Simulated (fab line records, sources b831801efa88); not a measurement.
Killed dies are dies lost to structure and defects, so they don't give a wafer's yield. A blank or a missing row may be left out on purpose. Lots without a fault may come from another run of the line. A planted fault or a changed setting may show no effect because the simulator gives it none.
Problem report in the 8D (eight disciplines) form, filled by code | flow sky130 | the parts of the form that need people (team, actions taken, sign-off) are left out

1. THE PROBLEM
cd_nm at SKY_POLY_GATE_CD_MEAS_13 reads a mean of 135.9 nm on 6 wafers of 2 lots; wafers without a fault read 150.0 nm with a standard deviation of 1.3. That is -11 standard deviations from the usual mean.
The step: target cd 150 nm.
First seen on wafer L212.1, day 22 19:16, on cd_sem-01. The record holds 36 wafers of 12 lots with a number at this step. Rule for "out", or "out of limits": more than 4 standard deviations from the usual mean. The other wafers with a number count as sound.

2. WHAT IT IS AND WHAT IT IS NOT
question                    | is                     | is not
which readings at this step | cd_nm                  | -
which lots                  | L212, L214             | L197, L198, L199, L200, L204, L205, L206, L208, L211, L217
which wafers of those lots  | all that have a number | -
read on which gauges        | cd_sem-01              | cd_sem-02
when                        | from day 22 19:16      | up to then (27 sound wafers); but 3 sound wafers of L217 came after

3. SUSPECTS, AND WHAT RULES EACH OUT
Counting: a tool at a process step up to the reading stays a suspect if it ran every lot that is out and no sound lot after the first of them.
- the gauge at SKY_POLY_GATE_CD_MEAS_13: ruled out. All the wafers that are out were read on cd_sem-01, but those of them that SKY_POLY_GATE_EXPOSE_10 has rows for are out there too, on other tools.
- krf_scanner-02 at SKY_POLY_GATE_EXPOSE_10 (exposes mask P1M, target cd 150 nm): kept. It ran every lot that is out, first L212 (day 22 03:52), and no sound lot after that; its last sound lot up to then is L211 (day 21 09:40). Its own readings are out on those wafers: exposure_dose_mJ_cm2.
Left after counting: krf_scanner-02 at SKY_POLY_GATE_EXPOSE_10.

4. THE CAUSE (what the simulator had put in)
Process parameter drift: krf_scanner-02, from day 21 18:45 on, at SKY_POLY_GATE_EXPOSE_10. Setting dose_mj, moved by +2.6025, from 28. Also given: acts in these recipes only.
Counting left only this tool.

5. THE CHAIN OF EFFECTS, in route order
Each row: a reading whose mean over the struck wafers that have a number lies more than 3 standard deviations from the usual. Only readings for which the record gives a usual standard deviation are gone through. hours: the time from each lot's start at the first step in this table that gives one to its start at this step, as a median over the lots. sigmas: the change in usual standard deviations.
hours | step                     | reading              | usual    | on struck wafers | change | sigmas
0     | SKY_POLY_GATE_EXPOSE_10  | exposure_dose_mJ_cm2 | 28.00    | 30.63            | +2.63  | +56
15    | SKY_POLY_GATE_CD_MEAS_13 | cd_nm                | 150.0 nm | 135.9            | -14.1  | -11
17    | SKY_POLY_GATE_CD_MEAS_22 | cd_nm                | 149 nm   | 133              | -16    | -5.1
The process steps in it:
- SKY_POLY_GATE_EXPOSE_10: exposes mask P1M, target cd 150 nm.

6. WHAT WOULD HAVE CAUGHT IT SOONER
In this record the first reading out of limits at a measuring or inspecting step was taken at day 22 19:16, 25 hours after the fault began at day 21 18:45.
The tool's own readings at SKY_POLY_GATE_EXPOSE_10 were out on every struck wafer that the step has a row for (exposure_dose_mJ_cm2): an alarm limit on them would have fired on the first of those.
All the lots that are out (2) had begun SKY_POLY_GATE_EXPOSE_10 on krf_scanner-02 by day 22 19:16. A hold on the tool at that time would have spared none of them.
